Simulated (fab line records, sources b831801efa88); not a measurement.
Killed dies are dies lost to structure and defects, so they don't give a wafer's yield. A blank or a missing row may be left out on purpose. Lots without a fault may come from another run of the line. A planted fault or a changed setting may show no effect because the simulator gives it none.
Problem report in the 8D (eight disciplines) form, filled by code | flow sky130 | the parts of the form that need people (team, actions taken, sign-off) are left out

1. THE PROBLEM
run_length_s at SKY_SPACER_ETCHBACK_02 reads a mean of 90.1 s on 2 wafers of 2 lots; wafers without a fault read 75.0 s with a standard deviation of 0.43. That is +35 standard deviations from the usual mean.
The step: etches Si3N4 in CH3F/O2, stops on SiO2, time 46.7 s, target depth 45 nm.
First seen on wafer L112.2, day 27 15:44, on rie_diel-03. The record holds 31 wafers of 11 lots with a number at this step. Rule for "out", or "out of limits": more than 4 standard deviations from the usual mean. The other wafers with a number count as sound.

2. WHAT IT IS AND WHAT IT IS NOT
question                    | is                           | is not
which readings at this step | run_length_s, oes_product_au | chamber_pressure_mTorr, drypump_motor_current_A, throttle_valve_pct
which lots                  | L112, L115                   | L102, L103, L105, L106, L108, L119, L122, L123, L124
which wafers of those lots  | L112.2, L115.4               | L112.3, L115.3
read on which tools         | rie_diel-03                  | rie_diel-01, rie_diel-02
when                        | from day 27 15:44            | up to then (16 sound wafers); but 13 sound wafers of L115, L119, L122, L123, L124 came after

3. SUSPECTS, AND WHAT RULES EACH OUT
Counting: a tool at a process step up to the reading stays a suspect if it ran every lot that is out. Sound lots after the first of them don't rule it out here, since some wafers of a struck lot are sound.
- rie_diel-03 at SKY_SPACER_ETCHBACK_02 (etches Si3N4 in CH3F/O2, stops on SiO2, time 46.7 s, target depth 45 nm): kept. It ran every lot that is out, first L112 (day 27 15:44); its last sound lot up to then is L106 (day 25 01:29). Its own readings are out on those wafers: oes_product_au, run_length_s.
Left after counting: rie_diel-03 at SKY_SPACER_ETCHBACK_02.

4. THE CAUSE (what the simulator had put in)
Process parameter drift: rie_diel-03, from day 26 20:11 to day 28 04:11, at SKY_SPACER_ETCHBACK_02. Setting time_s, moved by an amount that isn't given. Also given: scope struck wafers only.
Counting left only this tool.

5. THE CHAIN OF EFFECTS, in route order
Each row: a reading whose mean over the struck wafers that have a number lies more than 3 standard deviations from the usual. Only readings for which the record gives a usual standard deviation are gone through. hours: the time from each lot's start at the first step in this table that gives one to its start at this step, as a median over the lots. sigmas: the change in usual standard deviations.
hours | step                   | reading        | usual      | on struck wafers | change | sigmas
0     | SKY_SPACER_ETCHBACK_02 | oes_product_au | 0.855 a.u. | 0.727            | -0.128 | -20
0     | SKY_SPACER_ETCHBACK_02 | run_length_s   | 75.0 s     | 90.1             | +15.1  | +35
28    | SKY_POLY_CUT_ETCH_11   | oes_product_au | 0.829 a.u. | 0.801            | -0.028 | -4.5
The process steps in it:
- SKY_SPACER_ETCHBACK_02: etches Si3N4 in CH3F/O2, stops on SiO2, time 46.7 s, target depth 45 nm.
- SKY_POLY_CUT_ETCH_11: etches Si3N4 in CF4/CH2F2/Ar, stops on poly-Si, time 42.5 s, target depth 60 nm.

6. WHAT WOULD HAVE CAUGHT IT SOONER
In this record the first reading out of limits was taken at day 27 15:44, 20 hours after the fault began at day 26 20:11.
